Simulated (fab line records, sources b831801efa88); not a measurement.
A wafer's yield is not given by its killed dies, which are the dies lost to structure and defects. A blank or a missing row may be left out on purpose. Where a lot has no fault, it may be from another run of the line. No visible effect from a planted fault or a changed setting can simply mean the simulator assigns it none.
Which tool did it?	flow gf180mcu	Sampling: 24 lots, 72 wafers, 3 of 602 route steps

WHAT THE GAUGES READ, wafer by wafer
GF_M1_THK_MEAS_06: measures by xrf. Usual: M1_ALCU_THK 458 nm, standard deviation 5.3.
lot	measured	on	M1_ALCU_THK (nm)	flag
L074	day 15 22:19	filmMetro-02	454 450 453	
L075	day 16 13:01	filmMetro-01	464 449 460	
L076	day 16 20:28	filmMetro-01	454 459 459	
L077	day 17 01:58	filmMetro-02	453 456 453	
L078	day 17 07:17	filmMetro-01	457 451 453	
L079	day 18 03:26	filmMetro-01	453 455 452	
L080	day 18 05:21	filmMetro-04	462 471 461	
L081	day 18 14:02	filmMetro-04	459 457 457	
L082	day 19 01:14	filmMetro-02	466 469 469	
L083	day 19 11:36	filmMetro-04	455 458 454	
L084	day 19 22:53	filmMetro-01	451 451 452	
L085	day 20 07:55	filmMetro-04	459 457 457	
L086	day 20 12:31	filmMetro-01	453 451 448	
L087	day 21 05:32	filmMetro-02	467 463 462	
L088	day 21 15:35	filmMetro-04	453 457 454	
L089	day 21 20:37	filmMetro-01	453 451 448	
L090	day 22 05:03	filmMetro-02	462 455 458	
L091	day 22 13:05	filmMetro-04	453 456 454	
L092	day 23 01:58	filmMetro-02	465 466 464	
L093	day 23 05:53	filmMetro-04	462 459 463	
L094	day 23 16:17	filmMetro-01	464 456 456	
L095	day 23 21:13	filmMetro-02	459 456 454	
L096	day 23 22:20	filmMetro-01	455 460 460	
L097	day 24 07:17	filmMetro-02	468 467 464	

GF_V3_OVL_MEAS_15. Usual: V3_OVL -2 nm, standard deviation 4.5.
lot	measured	on	V3_OVL (nm)	flag
L074	day 22 03:43	overlay-01	-6 -2 0	
L075	day 22 18:29	overlay-02	-6 -14 -13	
L076	day 23 01:38	overlay-02	2 -2 -2	
L077	day 23 08:31	overlay-01	-15 -8 -5	
L078	day 23 12:47	overlay-01	-3 -5 -4	
L079	day 24 07:26	overlay-02	-2 1 1	
L080	day 24 10:23	overlay-02	-8 1 -3	
L081	day 24 19:34	overlay-01	-3 6 2	
L082	day 25 05:34	overlay-01	0 -4 3	
L083	day 25 14:04	overlay-02	-7 -4 -8	
L084	day 25 22:41	overlay-02	-5 -5 -7	
L085	day 26 08:27	overlay-02	2 -5 -3	
L086	day 26 11:15	overlay-02	6 8 7	
L087	day 27 03:16	overlay-02	2 4 4	
L088	day 27 10:37	overlay-01	-4 -2 -4	
L089	day 27 16:19	overlay-02	4 -4 -1	
L090	day 27 19:58	overlay-01	1 0 -3	
L091	day 28 05:16	overlay-02	-3 -2 -5	
L092	day 28 15:01	overlay-02	2 5 -2	
L093	day 28 20:06	overlay-02	0 2 -2	
L094	day 29 05:19	overlay-01	-5 2 1	
L095	day 29 06:47	overlay-02	-4 -7 -5	
L096	day 29 09:24	overlay-02	-5 -1 -4	
L097	day 29 15:27	overlay-01	2 5 1	

TOOL THAT RAN EACH LOT (tool first, then ch and the chambers of the sampled wafers, then the start)
lot	GF_V1_ETCH_16
L074	rieDiel-04 ch 0,1,2, day 17 21:07
L075	rieDiel-03 ch 0,2, day 18 12:02
L076	rieDiel-01 ch 2,3, day 18 20:54
L077	rieDiel-03 ch 0,1,2, day 19 03:15
L078	rieDiel-01 ch 1,3, day 19 07:47
L079	rieDiel-03 ch 0,1,3, day 20 04:42
L080	rieDiel-03 ch 1,2,3, day 20 07:23
L081	rieDiel-04 ch 0,1,3, day 20 16:12
L082	rieDiel-04 ch 0,3, day 21 03:21
L083	rieDiel-04 ch 0,2, day 21 13:43
L084	rieDiel-04 ch 2, day 21 23:22
L085	rieDiel-04 ch 2,3, day 22 09:43
L086	rieDiel-03 ch 1,2,3, day 22 13:16
L087	rieDiel-04 ch 0,2,3, day 23 06:06
L088	rieDiel-01 ch 1,3, day 23 15:11
L089	rieDiel-01 ch 0,1, day 23 19:54
L090	rieDiel-03 ch 0,2, day 24 02:34
L091	rieDiel-01 ch 0,1,3, day 24 11:22
L092	rieDiel-04 ch 0,2,3, day 25 00:39
L093	rieDiel-04 ch 2,3, day 25 04:00
L094	rieDiel-01 ch 0,1,2, day 25 13:26
L095	rieDiel-01 ch 1,2, day 25 17:40
L096	rieDiel-03 ch 2,3, day 25 18:59
L097	rieDiel-03 ch 1,2, day 26 03:53
- GF_V1_ETCH_16: etches BARC in N2/H2.

AS READ BY THE TOOLS THEMSELVES (means over the sampled wafers that have a number; for cases with no such wafer, the mark the record gives instead)
GF_V1_ETCH_16. Usual: drypumpMotorCurrentA 5.7 A, standard deviation 0.54; oesProductAu 0.855 a.u., standard deviation 0.0046; throttleValvePct 13.224 %, standard deviation 0.0095.
lot	tool	drypumpMotorCurrentA (A)	oesProductAu (a.u.)	throttleValvePct (%)	flag
L074	rieDiel-04	5.9	0.858	13.230	
L075	rieDiel-03	5.6	0.856	13.228	
L076	rieDiel-01	6.3	0.850	13.221	
L077	rieDiel-03	5.5	0.857	13.225	
L078	rieDiel-01	6.3	0.854	13.229	
L079	rieDiel-03	5.3	0.851	13.214	
L080	rieDiel-03	5.2	0.859	13.228	
L081	rieDiel-04	5.9	0.858	13.226	
L082	rieDiel-04	6.3	0.853	13.217	
L083	rieDiel-04	6.3	0.852	13.225	
L084	rieDiel-04	5.5	0.854	13.216	
L085	rieDiel-04	5.5	0.862	13.237	
L086	rieDiel-03	5.3	0.854	13.230	
L087	rieDiel-04	5.9	0.855	13.226	
L088	rieDiel-01	6.3	0.857	13.213	
L089	rieDiel-01	5.8	0.855	13.214	
L090	rieDiel-03	5.6	0.855	13.226	
L091	rieDiel-01	5.8	0.856	13.227	
L092	rieDiel-04	5.9	0.856	13.230	
L093	rieDiel-04	5.5	0.854	13.222	
L094	rieDiel-01	5.8	0.854	13.221	
L095	rieDiel-01	6.1	0.852	13.217	
L096	rieDiel-03	5.2	0.853	13.226	
L097	rieDiel-03	5.3	0.862	13.227	

THE ANSWER, worked out from the rows above alone
Rule: a lot counts as off when the mean over its wafers that have a number is more than 3 standard deviations away from the usual mean. A lot without any number at a reading at which 4 lots or more have one is off too. Any other lot the step has rows for is counted as sound. Order of review: gauges by route order, followed by the tools' own readings, for which a lot's mean as printed above is used. The first step at which some lot is off is used, and at that step the reading that is off furthest; a lot without a number counts as furthest.
Nothing can be told from this: no lot is off at any reading shown.

WHAT THE SIMULATOR HAD PUT IN
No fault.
